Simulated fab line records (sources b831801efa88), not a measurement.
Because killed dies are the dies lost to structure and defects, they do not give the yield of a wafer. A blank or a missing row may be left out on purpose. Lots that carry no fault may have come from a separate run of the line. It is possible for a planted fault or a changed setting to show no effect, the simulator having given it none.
Comparing a struck lot with a sound one	flow sfq line	43 steps out of a route of 325
Sound: wafers L484.2, L484.3, L484.5. Struck: wafers L493.1, L493.5, L493.6. At the end, the cause is stated.
Per side, at each step with rows, come the tool, then ch with its chambers, and then its first start. Under that, the readings that differ: sound wafers	struck wafers	difference of the means	sigmas: that difference in standard deviations of wafers without a fault.
alike: same words and numbers on both sides, and readings whose means sit less than 2 such deviations apart. not compared: any withheld reading, any reading some wafer has no value for, any bound like >300 that may hide the same value, and any number with overlapping values for which the record gives no deviation.
Wherever a step has rows on one side only, a row that says differs or no value, or a row with sigmas, the two part there. Non-overlapping numbers with no deviation appear without sigmas and do not part them. A reading missing from all wafers of one side parts the sides only when that side holds two or more wafers.

first, 7 steps without rows for these wafers: SFQ_TRILAYER_JJ_CE_STRIP_SOLV_CLEAN_121 (cleans in NMP, time 600 s); SFQ_TRILAYER_M5_LITHO_COAT_128 (resist thk 62 nm); SFQ_TRILAYER_M5_LITHO_COAT_123 (resist thk 589.5 nm); SFQ_TRILAYER_M5_LITHO_SOFTBAKE_127; SFQ_TRILAYER_M5_LITHO_EXPOSE_124 (exposes mask M5, target cd 700 nm); SFQ_TRILAYER_M5_LITHO_PEB_126 (peb time 60 s); SFQ_TRILAYER_M5_LITHO_DEVELOP_125 (time 60 s).
SFQ_M5_OVL_MEAS_932:
  sound: overlay-01 at day 64 00:10; struck: overlay-01 at day 71 00:54
  alike: M5_OVL
then, 1 step without rows for these wafers: SFQ_TRILAYER_M5_BARC_OPEN_METAL_ETCH_161 (etches BARC in O2, target depth 125 nm, time 41.7 s).
SFQ_TRILAYER_M5_ETCH_METAL_ETCH_126: etches Nb in Cl2/BCl3, stops on SiO2, time 203.2 s, target depth 265 nm.
  sound on rie metal-03 ch 0, day 64 00:16; struck on rie metal-04 ch 0,1, day 71 00:59
  alike: drypump motor current A, oes product au
  not compared: rf hours counter h
then, 2 steps without rows for these wafers: SFQ_TRILAYER_M5_STRIP_STRIP_127 (strips in O2); SFQ_TRILAYER_M5_STRIP_SOLV_CLEAN_128 (cleans in NMP, time 600 s).
SFQ_TRILAYER_A5B_DEP_PECVD_129: deposits SiO2 from SiH4/N2O, time 133.33 s, target thk 600 nm.
  sound on pecvd-02 ch 0,1,2, day 64 01:30; struck on pecvd-02 ch 0,1,2, day 71 01:58
  no value came back on the struck wafers for any of 5 readings (chamber pressure Torr (Torr), heater power outer w (W) and others); on the sound wafers chamber pressure Torr (Torr) reads 2.414 2.401 2.390
  not compared: since wet clean h
then, 1 step without rows for these wafers: SFQ_TRILAYER_A5B_CMP_CMP_130 (polishes, stops on Nb, target thk 340.7 nm).
SFQ_TRILAYER_A5B_METRO_MEASURE_131:
  sound: film metro-04 at day 64 11:42; struck: film metro-01 at day 71 05:03
then, 2 steps without rows for these wafers: SFQ_TRILAYER_R5_DEP_SPUTTER_132 (material Ti, target thk 5 nm, time 5 s); SFQ_TRILAYER_R5_DEP_SPUTTER_133 (material MoNx, target thk 40 nm, time 66.7 s).
SFQ_TRILAYER_R5_DEP_SPUTTER_134: material Ti, target thk 5 nm, time 5 s.
  sound: pvd sputter-06 at day 64 12:46; struck: pvd sputter-06 at day 71 06:20
  alike: throttle valve pct
SFQ_R5_RS_MEAS_933: the measuring method here is four-point-probe.
  sound: film metro-02 at day 64 12:49; struck: film metro-03 at day 71 06:21
  alike: R5_MONX_RS
SFQ_R5_THK_MEAS_934: measures by xrf.
  sound: film metro-02 at day 64 12:55; struck: film metro-03 at day 71 06:28
  alike: R5_MONX_THK
then, 6 steps without rows for these wafers: SFQ_TRILAYER_R5_LITHO_COAT_141 (resist thk 62 nm); SFQ_TRILAYER_R5_LITHO_COAT_136 (resist thk 600 nm); SFQ_TRILAYER_R5_LITHO_SOFTBAKE_140; SFQ_TRILAYER_R5_LITHO_EXPOSE_137 (exposes mask R5, target cd 500 nm); SFQ_TRILAYER_R5_LITHO_PEB_139 (peb time 60 s); SFQ_TRILAYER_R5_LITHO_DEVELOP_138 (time 60 s).
-- the record jumps here: 4 days lie between the struck wafers' starts before and after --
SFQ_R5_OVL_MEAS_935:
  sound: overlay-01 at day 69 01:26; struck: overlay-02 at day 75 10:30
  alike: R5_OVL
then, 1 step without rows for these wafers: SFQ_TRILAYER_R5_BARC_OPEN_METAL_ETCH_177 (etches BARC in O2, target depth 125 nm, time 41.7 s).
SFQ_TRILAYER_R5_ETCH_METAL_ETCH_139: etches the open film in Cl2, stops on SiO2, target depth 60 nm, time 40 s.
  sound on rie metal-01 ch 0,1, day 69 01:31; struck on rie metal-01 ch 0,1, day 75 10:36
  alike: drypump motor current A, oes product au
  not compared: rf hours counter h
SFQ_TRILAYER_R5_STRIP_STRIP_140: strips in O2.
  sound on rie metal-01 ch 0,1, day 69 01:35; struck on rie metal-01 ch 0,1, day 75 10:39
  alike: drypump motor current A, oes product au
  not compared: rf hours counter h
then, 8 steps without rows for these wafers: SFQ_TRILAYER_R5_STRIP_SOLV_CLEAN_141 (cleans in NMP, time 600 s); SFQ_TRILAYER_A5C_DEP_PECVD_142 (deposits SiO2 from SiH4/N2O, time 15.556 s, target thk 70 nm); SFQ_TRILAYER_I5_LITHO_COAT_149 (resist thk 62 nm); SFQ_TRILAYER_I5_LITHO_COAT_144 (resist thk 650 nm); SFQ_TRILAYER_I5_LITHO_SOFTBAKE_148; SFQ_TRILAYER_I5_LITHO_EXPOSE_145 (exposes mask I5, target cd 700 nm); SFQ_TRILAYER_I5_LITHO_PEB_147 (peb time 60 s); SFQ_TRILAYER_I5_LITHO_DEVELOP_146 (time 60 s).
-- the record jumps here: 4 days lie between the struck wafers' starts before and after --
SFQ_I5_OVL_MEAS_936:
  sound: overlay-02 at day 69 04:38; struck: overlay-01 at day 79 09:27
  alike: I5_OVL
then, 1 step without rows for these wafers: SFQ_TRILAYER_I5_BARC_OPEN_VIA_ETCH_200 (etches BARC in O2, target depth 125 nm, time 41.7 s).
SFQ_TRILAYER_I5_ETCH_VIA_ETCH_147: etches the open film in CHF3, stops on Nb, target depth 360 nm.
  sound on rie diel-03 ch 0,3, day 69 04:42; struck on rie diel-03 ch 2,3, day 79 09:32
reading	sound	struck	difference	sigmas
drypump motor current A (A)	5.8 6.5 6.5	5.4 5.7 5.4	-0.8	-2
  alike: oes product au
then, 1 step without rows for these wafers: SFQ_TRILAYER_I5_STRIP_STRIP_148 (strips in O2).
-- the record jumps here: 12 days lie between the struck wafers' starts before and after --
SFQ_M8_BOW_MEAS_951:
  sound: film metro-04 at day 82 09:24; struck: film metro-04 at day 91 09:19
reading	sound	struck	difference	sigmas
model.etest.i5.link ohm	2.288 2.284 2.284	2.114 2.103 2.123	-0.172	
  alike: M8_BOW

## WHERE THEY PART
Earliest at SFQ_TRILAYER_A5B_DEP_PECVD_129; latest, in this record, at SFQ_TRILAYER_I5_ETCH_VIA_ETCH_147. Later steps at which nothing parts them and some readings are alike: SFQ_M8_BOW_MEAS_951.

WHY: the cause the simulator had injected
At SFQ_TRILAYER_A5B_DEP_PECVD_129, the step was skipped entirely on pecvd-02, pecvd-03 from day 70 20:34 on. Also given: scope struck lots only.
